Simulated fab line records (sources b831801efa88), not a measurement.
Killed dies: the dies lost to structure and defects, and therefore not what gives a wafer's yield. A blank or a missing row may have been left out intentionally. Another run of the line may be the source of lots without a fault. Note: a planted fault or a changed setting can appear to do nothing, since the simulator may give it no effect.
What tool caused it? / flow gf180mcu / at 1 step of a route of 602, 13 lots with 39 wafers sampled

WHAT THE GAUGES READ, wafer by wafer
GF_V3_OVL_MEAS_15. Usual: V3_OVL -1 nm, standard deviation 5.5.
lot=L721; measured=day 22 00:41; on=overlay-02; V3_OVL (nm)=-10 -5 -4; flag=
lot=L722; measured=day 22 15:02; on=overlay-01; V3_OVL (nm)=-3 -3 1; flag=
lot=L723; measured=day 23 06:01; on=overlay-02; V3_OVL (nm)=-7 -2 -1; flag=
lot=L724; measured=day 23 07:37; on=overlay-01; V3_OVL (nm)=7 5 -2; flag=
lot=L725; measured=day 23 21:16; on=overlay-01; V3_OVL (nm)=-1 -8 -4; flag=
lot=L726; measured=day 24 05:53; on=overlay-02; V3_OVL (nm)=-13 -6 -8; flag=
lot=L731; measured=day 25 23:13; on=overlay-01; V3_OVL (nm)=-6 -2 -2; flag=
lot=L734; measured=day 26 21:11; on=overlay-02; V3_OVL (nm)=3 -4 2; flag=
lot=L736; measured=day 28 11:56; on=overlay-01; V3_OVL (nm)=1 14 0; flag=
lot=L737; measured=day 28 14:07; on=overlay-01; V3_OVL (nm)=3 -1 4; flag=
lot=L738; measured=day 28 16:08; on=overlay-02; V3_OVL (nm)=-2 -1 3; flag=
lot=L740; measured=day 28 22:08; on=overlay-01; V3_OVL (nm)=-4 -3 -1; flag=
lot=L741; measured=day 29 04:16; on=overlay-01; V3_OVL (nm)=-7 -6 -6; flag=

TOOL THAT RAN EACH LOT (tool first, then ch and the chambers of the sampled wafers, then the start)
Before these readings, the record contains no process step.

AS READ BY THE TOOLS THEMSELVES (means over the sampled wafers that have a number; for cases with no such wafer, the mark the record gives instead)
The record holds no such reading with a usual standard deviation.

THE ANSWER, worked out from the rows above alone
Rule: a lot counts as off when the mean over its wafers that have a number is more than 3 standard deviations away from the usual mean. Also off: a lot with no number at a reading for which 4 or more lots have one. Any other lot the step has rows for is counted as sound. After the gauges, taken in route order, come the tools' own readings; for these a lot's mean is taken, as printed above. The first step at which some lot is off is used, and at that step the reading that is off furthest; a lot without a number counts as furthest.
No lot is off at any reading shown: from this, nothing can be told.

WHAT THE SIMULATOR HAD INSERTED
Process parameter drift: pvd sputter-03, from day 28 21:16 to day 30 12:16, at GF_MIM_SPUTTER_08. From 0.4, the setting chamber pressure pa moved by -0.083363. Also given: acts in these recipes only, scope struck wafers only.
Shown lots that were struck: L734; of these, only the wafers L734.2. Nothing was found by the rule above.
